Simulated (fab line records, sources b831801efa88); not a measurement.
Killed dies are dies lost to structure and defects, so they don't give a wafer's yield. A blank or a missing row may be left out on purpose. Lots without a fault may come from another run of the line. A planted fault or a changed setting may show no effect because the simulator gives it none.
One fault seen from 2 desks | flow gf180mcu | each desk has only its own numbers; what lay behind them comes last

THE TOOL OWNER'S DESK: hdpcvd-01
The tool's own readings at GF_STI_CVD_23 (deposits SiO2, target thk 650 nm, time 108.3 s): means of the sampled wafers that have a number, for each lot that ran on this tool. A lot is out of limits, marked OUT, if its mean lies more than 4 standard deviations from the usual mean; the brackets give that distance.
Columns: A = pressure_mtorr at GF_STI_CVD_23, usual 6.001 mTorr
lot  | first seen here | A
L133 | day 2 03:36     | 6.000
L137 | day 3 01:11     | 6.002
L140 | day 3 16:17     | 5.997
L141 | day 3 20:44     | 5.998
L143 | day 4 08:10     | 6.018
L155 | day 6 23:42     | 5.998
This desk's finding: nothing out of limits on any of the 6 lots.

THE METROLOGY DESK
What the gauges read, lot by lot, whatever tool the lot ran on: means of the sampled wafers that have a number. A lot is out of limits, marked OUT, if its mean lies more than 4 standard deviations from the usual mean; the brackets give that distance.
Columns: A = STI_CVD_23_THK at GF_STI_THK_MEAS_24, usual 648 nm; B = SAB_CVD_00_THK at GF_SAB_THK_MEAS_01, usual 50.0 nm; C = CONTACT_CVD_00_THK at GF_CONTACT_THK_MEAS_01, usual 302 nm
lot  | first seen here | A              | B    | C
L133 | day 2 03:41     | 651            | 49.8 | 305
L134 | day 2 10:14     | 645            | 51.2 | 304
L135 | day 2 13:53     | 652            | 50.2 | 301
L136 | day 2 18:56     | 650            | 50.3 | 302
L137 | day 3 01:16     | 655            | 50.7 | 299
L138 | day 3 04:56     | 649            | 50.3 | 304
L139 | day 3 10:32     | 652            | 49.1 | 302
L140 | day 3 16:22     | 650            | 50.6 | 303
L141 | day 3 20:49     | 645            | 50.2 | 306
L143 | day 4 08:14     | 611 (-6.3) OUT | 50.0 | 304
L145 | day 4 18:14     | 650            | 49.2 | 301
L155 | day 6 23:47     | 646            | 49.9 | 303
L156 | day 7 05:37     | 649            | 49.8 | 307
This desk's finding: out of limits on L143; first on L143, day 4 08:14 (STI_CVD_23_THK at GF_STI_THK_MEAS_24). In limits: L133, L134, L135, L136, L137, L138, L139, L140, L141, L145, L155, L156.

PUT TOGETHER
The metrology desk could have raised an alarm at day 4 08:14, on L143.
The tool owner's desk saw nothing out of limits.
The tool owner's desk has L143 on record, within its limits.
Of the lots named, all ran GF_STI_CVD_23 on hdpcvd-01.

WHAT THE SIMULATOR HAD PUT IN
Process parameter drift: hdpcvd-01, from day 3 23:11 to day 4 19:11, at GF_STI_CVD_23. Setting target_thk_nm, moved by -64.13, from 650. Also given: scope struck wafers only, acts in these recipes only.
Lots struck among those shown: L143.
Hours from the fault's start to each desk's first reading out of limits: the metrology desk, 9.
